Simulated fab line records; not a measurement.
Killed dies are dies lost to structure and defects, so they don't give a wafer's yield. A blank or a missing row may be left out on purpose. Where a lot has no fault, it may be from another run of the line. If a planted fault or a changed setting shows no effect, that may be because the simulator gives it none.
A sampling plan put to the test    flow sky130    one line in one fab, 9 faults in these records, each fault weighed on the records of the lots it struck
The plan consists of the line's own looks: route steps at which the wafer is read by a gauge or an inspection but not changed. A look is open to judgement when struck wafers have a number at it and the file gives its usual mean and standard deviation on fault-free wafers. Caught: at a look after the fault's first step, the mean of the struck wafers lies 4 or more of those standard deviations (sigma) from the usual mean. On the tool: the fault's steps, tested the same way using the tool's own readings. Another recipe on the struck wafers, or a record that is blank for them alone, also counts as caught.

THE FAULTS, as the simulator had put them in
1. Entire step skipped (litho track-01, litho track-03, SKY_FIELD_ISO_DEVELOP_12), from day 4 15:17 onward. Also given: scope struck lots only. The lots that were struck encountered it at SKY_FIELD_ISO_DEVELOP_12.
2. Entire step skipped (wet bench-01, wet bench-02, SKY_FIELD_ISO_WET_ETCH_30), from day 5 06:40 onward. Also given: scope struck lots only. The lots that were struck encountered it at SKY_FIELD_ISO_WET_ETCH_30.
3. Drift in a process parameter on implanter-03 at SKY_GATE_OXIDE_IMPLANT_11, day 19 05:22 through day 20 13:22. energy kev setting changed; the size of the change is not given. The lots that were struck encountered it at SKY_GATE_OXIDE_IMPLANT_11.
4. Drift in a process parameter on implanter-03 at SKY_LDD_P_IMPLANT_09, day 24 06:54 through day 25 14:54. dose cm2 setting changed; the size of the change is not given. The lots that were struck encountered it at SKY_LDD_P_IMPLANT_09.
5. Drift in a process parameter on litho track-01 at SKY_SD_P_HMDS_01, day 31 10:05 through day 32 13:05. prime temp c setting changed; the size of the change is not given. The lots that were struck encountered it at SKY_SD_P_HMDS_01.
6. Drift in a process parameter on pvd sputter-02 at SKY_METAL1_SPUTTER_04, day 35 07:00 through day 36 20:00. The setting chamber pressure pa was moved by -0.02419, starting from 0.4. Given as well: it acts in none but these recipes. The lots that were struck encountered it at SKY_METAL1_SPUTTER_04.
7. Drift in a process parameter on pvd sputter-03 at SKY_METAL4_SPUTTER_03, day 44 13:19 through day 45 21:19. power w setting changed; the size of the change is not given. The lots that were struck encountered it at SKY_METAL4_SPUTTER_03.
8. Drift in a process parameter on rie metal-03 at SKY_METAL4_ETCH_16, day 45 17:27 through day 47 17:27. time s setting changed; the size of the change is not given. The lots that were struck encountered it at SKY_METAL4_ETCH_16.
9. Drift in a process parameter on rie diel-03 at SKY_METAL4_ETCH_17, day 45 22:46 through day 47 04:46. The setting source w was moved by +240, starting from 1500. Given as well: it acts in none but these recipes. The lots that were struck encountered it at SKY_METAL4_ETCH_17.

WHAT THE PLAN SAW
fault  on the tool itself                                first look that catches it      reading, sigma  median hours from its first step to that look  hours from the fault's start to the first struck lot there  judged looks passed uncaught
1      the tool's record is blank for the struck wafers  no look after it can be judged  -               -                                              -                                                           0
2      the tool's record is blank for the struck wafers  no look after it can be judged  -               -                                              -                                                           0
3      beam energy keV -99 or beyond sigma               no look after it can be judged  -               -                                              -                                                           0
4      dose ions cm2 -80 sigma                           no look after it can be judged  -               -                                              -                                                           0
5      prime temp c +12 sigma                            no look after it can be judged  -               -                                              -                                                           0
6      chamber pressure pa -27 sigma                     no look after it can be judged  -               -                                              -                                                           0
7      cathode dc power W +99 or beyond sigma            no look after it can be judged  -               -                                              -                                                           0
8      oes product au +4.3 sigma                         no look after it can be judged  -               -                                              -                                                           0
9      rf fwd power W +32 sigma                          no look after it can be judged  -               -                                              -                                                           0
A dash: the fault is not caught, or the number is missing from these records.

Caught at a look: 0 of 9. Caught on the tool: 9 of 9. By one or the other: 9 of 9.
Faults caught by the tool alone: 1, 2, 3, 4, 5, 6, 7, 8, 9.
